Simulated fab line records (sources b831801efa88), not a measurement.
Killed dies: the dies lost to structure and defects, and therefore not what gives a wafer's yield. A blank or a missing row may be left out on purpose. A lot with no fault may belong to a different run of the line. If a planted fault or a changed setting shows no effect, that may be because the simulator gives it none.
One fault through the eyes of 2 desks + flow gf180mcu + numbers are kept per desk, each desk with only its own; the story behind them comes last

== FROM THE METROLOGY DESK ==
What the gauges read, lot by lot, whatever tool the lot ran on: means of the sampled wafers that have a number. A lot is out of limits, marked OUT, if its mean lies more than 4 standard deviations from the usual mean; the brackets give that distance.
Columns: A = CONTACT_OVL at GF_CONTACT_OVL_MEAS_15, usual -4 nm; B = M1_ALCU_RS at GF_M1_RS_MEAS_05, usual 0.0698 ohm/sq; C = M1_ALCU_THK at GF_M1_THK_MEAS_06, usual 451 nm
| lot  | first seen here | A   | B                 | C              |
|------|-----------------|-----|-------------------|----------------|
| L183 | day 16 23:07    | -3  | 0.0700            | 448            |
| L184 | day 17 15:53    | -8  | 0.0701            | 449            |
| L188 | day 19 01:01    | -7  | 0.0698            | 452            |
| L189 | day 19 11:32    | -5  | 0.0701            | 448            |
| L192 | day 20 17:47    | -13 | 0.0756 (+9.4) OUT | 422 (-6.1) OUT |
| L193 | day 20 23:28    | -1  | 0.0689            | 459            |
| L199 | day 22 22:07    | -9  | 0.0696            | 454            |
| L200 | day 23 07:58    | -0  | 0.0703            | 447            |
| L201 | day 23 13:11    | -9  | 0.0707            | 446            |
| L202 | day 23 21:19    | -3  | 0.0695            | 453            |
| L203 | day 24 02:04    | -7  | 0.0696            | 453            |
This desk finds L192 out of limits, with the earliest case on L192 at day 20 19:32 (M1_ALCU_RS at GF_M1_RS_MEAS_05). L183, L184, L188, L189, L193, L199, L200, L201, L202, L203 stayed within limits.

== DESK OF THE TOOL OWNER: pvd-sputter-01 ==
The tool's own readings at GF_M1_SPUTTER_02 (material AlCu, target thk 450 nm, time 23.9 s): means of the sampled wafers that have a number, for each lot that ran on this tool. A lot is out of limits, marked OUT, if its mean lies more than 4 standard deviations from the usual mean; the brackets give that distance.
Columns: A = throttle-valve-pct at GF_M1_SPUTTER_02, usual 29.8 %
| lot  | first seen here | A    |
|------|-----------------|------|
| L183 | day 17 00:26    | 30.1 |
| L189 | day 19 12:50    | 28.5 |
| L192 | day 20 19:26    | 29.0 |
| L202 | day 23 22:44    | 29.7 |
| L203 | day 24 03:23    | 30.9 |
This desk's finding: nothing out of limits on any of the 5 lots.

== BROUGHT TOGETHER ==
At day 20 19:32 the metrology desk could have sounded an alarm, on L192.
Nothing out of limits was seen by the tool owner's desk.
On record at the tool owner's desk: L192, within its limits.
All the named lots went through GF_M1_SPUTTER_02 on pvd-sputter-01.

== WHAT HAD BEEN PUT IN BY THE SIMULATOR ==
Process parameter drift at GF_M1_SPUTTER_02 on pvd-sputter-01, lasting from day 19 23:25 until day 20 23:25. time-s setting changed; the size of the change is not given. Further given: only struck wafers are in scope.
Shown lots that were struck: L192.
Hours from the fault's start to each desk's first reading out of limits: the metrology desk, 20.
